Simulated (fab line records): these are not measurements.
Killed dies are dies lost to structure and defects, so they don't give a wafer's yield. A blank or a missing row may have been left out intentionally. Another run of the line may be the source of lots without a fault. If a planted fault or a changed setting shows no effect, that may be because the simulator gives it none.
Which of the tools did it?	flow sky130	13 lots with 39 wafers sampled at 5 steps, on a route of 708 steps

## WHAT THE GAUGES READ, wafer by wafer
SKY_VT_ADJUST_PCH_OVL_MEAS_07.
lot	measured	on	VT_ADJUST_PCH_OVL (nm)
L194	day 10 07:10	overlay-02	-0.6 -0.4 -3.2
L195	day 10 11:13	overlay-01	0.7 -2.5 0.5
L197	day 11 04:26	overlay-01	-0.9 0.5 1.4
L198	day 11 09:29	overlay-01	-2.5 -0.8 -2.1
L199	day 12 03:34	overlay-02	0.7 1.7 1.3
L200	day 12 13:17	overlay-01	1.6 0.5 0.0
L202	day 13 01:08	overlay-01	-0.4 1.2 -0.6
L204	day 13 23:28	overlay-02	2.3 0.9 2.9
L208	day 14 22:34	overlay-02	1.1 1.3 0.8
L209	day 15 07:55	overlay-02	0.8 1.1 1.6
L213	day 16 17:22	overlay-01	-0.4 -1.3 -0.8
L216	day 17 08:17	overlay-02	2.8 3.6 3.2
L217	day 17 18:13	overlay-02	-1.2 -0.4 0.8

SKY_CONTACT_OVL_MEAS_15.
lot	measured	on	CONTACT_OVL (nm)
L194	day 31 11:59	overlay-02	-2 11 5
L195	day 31 13:54	overlay-01	-2 -7 -6
L197	day 32 12:14	overlay-02	2 -4 -5
L198	day 32 13:11	overlay-02	-6 2 1
L199	day 33 14:54	overlay-02	2 -1 0
L200	day 33 20:51	overlay-02	-1 -6 0
L202	day 34 09:48	overlay-01	-13 -3 -8
L204	day 35 08:02	overlay-02	-4 -3 -10
L208	day 36 06:20	overlay-01	-7 -3 -8
L209	day 36 14:23	overlay-02	-6 -2 -7
L213	day 37 23:26	overlay-01	1 6 0
L216	day 38 10:14	overlay-01	-10 4 -5
L217	day 38 23:02	overlay-02	-7 -2 -8

SKY_METAL1_RS_MEAS_05: uses a four-point probe to measure.
lot	measured	on	METAL1_ALCU_RS (ohm/sq)
L194	day 31 13:32	film-metro-04	0.1262 0.1267 0.1272
L195	day 31 15:29	film-metro-03	0.1274 0.1284 0.1275
L197	day 32 13:49	film-metro-03	0.1285 0.1284 0.1286
L198	day 32 14:48	film-metro-04	0.1285 0.1275 0.1269
L199	day 33 16:28	film-metro-04	0.1269 0.1269 0.1273
L200	day 33 22:25	film-metro-04	0.1284 0.1284 0.1281
L202	day 34 11:22	film-metro-02	0.1298 0.1279 0.1283
L204	day 35 09:35	film-metro-04	0.1273 0.1255 0.1279
L208	day 36 07:58	film-metro-02	0.1258 0.1276 0.1250
L209	day 36 16:22	film-metro-03	0.1292 0.1287 0.1293
L213	day 38 00:59	film-metro-04	0.1252 0.1264 0.1260
L216	day 38 11:52	film-metro-04	0.1268 0.1262 0.1262
L217	day 39 00:37	film-metro-02	0.1263 0.1269 0.1285

## WHAT TOOL EACH LOT RAN ON (gives the tool, then ch and the chambers of the sampled wafers, and finally the start)
lot	SKY_VT_ADJUST_HVTR_COAT_02	SKY_VT_ADJUST_HVTR_STRIP_10
L194	litho-track-02 ch 0, day 8 23:37	plasma-asher-04 ch 1, day 9 09:38
L195	litho-track-02 ch 0, day 9 02:34	plasma-asher-04 ch 0,1, day 9 13:15
L197	litho-track-04 ch 0, day 9 17:22	plasma-asher-03 ch 0,1, day 10 04:59
L198	litho-track-04 ch 0, day 9 23:46	plasma-asher-03 ch 0,1, day 10 10:50
L199	litho-track-03 ch 0, day 10 15:57	plasma-asher-04 ch 0,1, day 11 04:23
L200	litho-track-02 ch 0, day 11 01:50	plasma-asher-01 ch 0, day 11 13:05
L202	litho-track-02 ch 0, day 11 12:02	plasma-asher-03 ch 0,1, day 12 00:41
L204	litho-track-02 ch 0, day 12 08:55	plasma-asher-01 ch 1, day 12 22:05
L208	litho-track-02 ch 0, day 13 07:34	plasma-asher-03 ch 0,1, day 13 20:05
L209	litho-track-02 ch 0, day 13 15:25	plasma-asher-04 ch 0, day 14 04:59
L213	litho-track-03 ch 0, day 14 22:52	plasma-asher-04 ch 0,1, day 15 13:29
L216	litho-track-03 ch 0, day 15 13:23	plasma-asher-03 ch 0,1, day 16 03:14
L217	litho-track-03 ch 0, day 15 22:59	plasma-asher-03 ch 0,1, day 16 13:20
- SKY_VT_ADJUST_HVTR_COAT_02: resist thk 1140 nm.
- SKY_VT_ADJUST_HVTR_STRIP_10: strips in O2/N2.

## AS READ BY THE TOOLS THEMSELVES (means over the sampled wafers that have a number; for cases with no such wafer, the mark the record gives instead)
SKY_VT_ADJUST_HVTR_COAT_02.
lot	tool	spin-speed-rpm (rpm)
L194	litho-track-02	2998.1
L195	litho-track-02	3000.6
L197	litho-track-04	3002.6
L198	litho-track-04	2999.7
L199	litho-track-03	3001.1
L200	litho-track-02	3001.2
L202	litho-track-02	3000.1
L204	litho-track-02	2998.9
L208	litho-track-02	2874.5
L209	litho-track-02	2873.6
L213	litho-track-03	2999.1
L216	litho-track-03	3001.3
L217	litho-track-03	3000.5

SKY_VT_ADJUST_HVTR_STRIP_10.
lot	tool	drypump-motor-current-A (A)	oes-product-au (a.u.)	strip-time-to-endpoint-s (s)
L194	plasma-asher-04	6.0	0.722	14.18
L195	plasma-asher-04	5.7	0.717	14.19
L197	plasma-asher-03	6.2	0.714	14.12
L198	plasma-asher-03	6.1	0.716	14.23
L199	plasma-asher-04	5.9	0.717	14.20
L200	plasma-asher-01	5.4	0.715	14.21
L202	plasma-asher-03	6.3	0.713	14.20
L204	plasma-asher-01	6.6	0.715	14.25
L208	plasma-asher-03	6.2	0.719	14.51
L209	plasma-asher-04	5.6	0.718	14.36
L213	plasma-asher-04	5.7	0.710	14.19
L216	plasma-asher-03	6.1	0.715	14.14
L217	plasma-asher-03	6.2	0.718	14.17

## THE ANSWER, worked out from the rows above alone
Rule: what is usual is taken from the lots themselves. Put in order of their means at a reading, lots are off if they are a third of the lots or fewer, leave a main group of 4 or more, and stand apart from it by a gap of 3 or more times the standard deviation of the main group's means; of several such gaps the widest counts. A main group is skipped when, at the precision printed for the reading in the tables above, its means are all equal. A lot without any number at a reading at which 4 lots or more have one is off too. Where the step has rows for the other lots, those lots are counted as sound. Order of review: gauges by route order, followed by the tools' own readings, for which a lot's mean as printed above is used. The first step at which some lot is off is used, and at that step the reading that is off furthest; a lot without a number counts as furthest.
Off, at SKY_VT_ADJUST_HVTR_COAT_02 on spin-speed-rpm: L208, L209. Main group: mean 3000.3 rpm, sd 1.2.
If a tool, at that step or one of the process steps before it, ran each lot that is off and ran no sound lot following the first of them, it fits. One fits: litho-track-02 at SKY_VT_ADJUST_HVTR_COAT_02. A fault onset in the window from L204 (day 12 08:55, its last sound lot) to L208 (day 13 07:34, its first lot off) fits.
On the lots that are off, the tool's own readings at SKY_VT_ADJUST_HVTR_COAT_02 differ by more than 5 times the standard deviation of the sound lots' means, which bears it out; spin-speed-rpm reads 2874.1 rpm there versus 3000.3 rpm on the sound lots.

## WHAT HAD BEEN PUT IN BY THE SIMULATOR
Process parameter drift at SKY_VT_ADJUST_HVTR_COAT_02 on litho-track-02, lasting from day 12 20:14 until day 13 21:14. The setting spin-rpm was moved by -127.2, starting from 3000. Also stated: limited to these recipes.
Struck lots among those shown: L208, L209. This agrees with what the rule above found.
